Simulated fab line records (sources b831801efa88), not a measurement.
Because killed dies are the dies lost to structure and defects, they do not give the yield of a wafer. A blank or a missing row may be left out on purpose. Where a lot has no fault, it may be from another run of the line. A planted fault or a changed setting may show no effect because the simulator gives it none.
A lot that was struck, set against a sound lot    flow sky130    15 out of 708 route steps
Sound: wafers L876.2, L876.3, L876.4. Struck: wafers L892.1, L892.2, L892.4. The cause comes at the end.
Per side, at each step with rows, come the tool, then ch with its chambers, and then its first start. Under that, the readings that differ: sound wafers    struck wafers    difference of the means    sigmas: that difference in standard deviations of wafers without a fault.
alike: readings whose means differ by less than 2 such deviations, and words and numbers that are the same on both sides. not compared: withheld readings, readings that some wafer has no value for, bounds like >300 that may hide the same value, and numbers for which the record gives no deviation and whose values overlap.
Wherever a step has rows on one side only, a row that says differs or no value, or a row with sigmas, the two part there. When numbers do not overlap yet have no deviation, they are printed without sigmas and do not part them. Lack of a reading on every wafer of one side parts them only where that side has two or more wafers.

SKY_VIA1_CMP_24: polishes, stops on SiO2, t overpolish 15 s, target thk 0 nm.
  sound on cmp-02 ch 1,2,3, day 34 04:41; struck on cmp-02 ch 0,1,3, day 39 06:46
  alike: motor_current_A, overpolish_run_s, slurry_filter_dp_kPa, slurry_flow_ml_min, time_to_endpoint_s
SKY_METAL2_SPUTTER_00: material Ti, target thk 15 nm, time 10 s.
  sound on pvd_sputter-04 at day 34 04:59; struck on pvd_sputter-04 at day 39 07:04
  alike: throttle_valve_pct
SKY_METAL2_SPUTTER_01: material TiN, target thk 20 nm, time 16.7 s.
  sound on pvd_sputter-04 at day 34 05:01; struck on pvd_sputter-04 at day 39 07:05
  alike: throttle_valve_pct
then, 1 step without rows for these wafers: SKY_METAL2_SPUTTER_02 (material AlCu, target thk 250 nm, time 13.3 s).
SKY_METAL2_SPUTTER_03: material Ti, target thk 5 nm, time 3.3 s.
  sound on pvd_sputter-04 at day 34 05:04; struck on pvd_sputter-04 at day 39 07:08
  alike: throttle_valve_pct
SKY_METAL2_SPUTTER_04: material TiN, target thk 70 nm, time 58.3 s.
  sound on pvd_sputter-04 at day 34 05:05; struck on pvd_sputter-04 at day 39 07:10
  alike: throttle_valve_pct
SKY_METAL2_RS_MEAS_05: a four-point-probe measurement.
  sound on film_metro-02 at day 34 05:09; struck on film_metro-03 at day 39 07:13
  alike: METAL2_ALCU_RS
SKY_METAL2_THK_MEAS_06: measures by xrf.
  sound on film_metro-02 at day 34 05:16; struck on film_metro-03 at day 39 07:20
  alike: METAL2_ALCU_THK
then, 4 steps without rows for these wafers: SKY_METAL2_DEHYDRATE_07 (time 60 s); SKY_METAL2_HMDS_08 (prime time 60 s); SKY_METAL2_COAT_09 (resist thk 60 nm); SKY_METAL2_COAT_10 (resist thk 450 nm).
SKY_METAL2_SOFTBAKE_11: time 90 s.
  sound on litho_track-02 ch 0, day 34 18:00; struck on litho_track-02 ch 0, day 39 19:00
reading                   sound                 struck                difference  sigmas
heater_power_total_W (W)  56.66 56.94 56.74     58.21 58.12 58.21     +1.40       +12
run_length_s (s)          119.39 119.22 119.38  113.24 113.16 113.13  -6.15       -51
then, 1 step without rows for these wafers: SKY_METAL2_EXPOSE_12 (exposes mask MM2, target cd 140 nm).
-- the record jumps here: 10 days lie between the struck wafers' starts before and after (it left off in module METAL2 and takes up again in module PAD_OPEN, whose first step shown is number 708 of the route) --
SKY_PAD_OPEN_PROBE_99:
  sound on prober-01 at day 45 21:17; struck on prober-01 at day 49 19:05
  alike: defect_limited_yield, killed_at_M0_to_M3, killed_at_M4_up, killed_at_contacts, killed_at_front_end, killed_at_other, killed_dies, killed_open, killed_short, sort_bin_3_pad_short, sort_bin_5_function, sort_bin_6_memory, sort_n_pass, sort_yield_pct

## WHERE THEY PART
Only at SKY_METAL2_SOFTBAKE_11, within this record. Later steps at which nothing parts them and some readings are alike: SKY_PAD_OPEN_PROBE_99.

WHY: whatever the simulator had introduced
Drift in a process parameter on litho_track-02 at SKY_METAL2_SOFTBAKE_11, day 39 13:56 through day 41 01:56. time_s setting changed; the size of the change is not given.
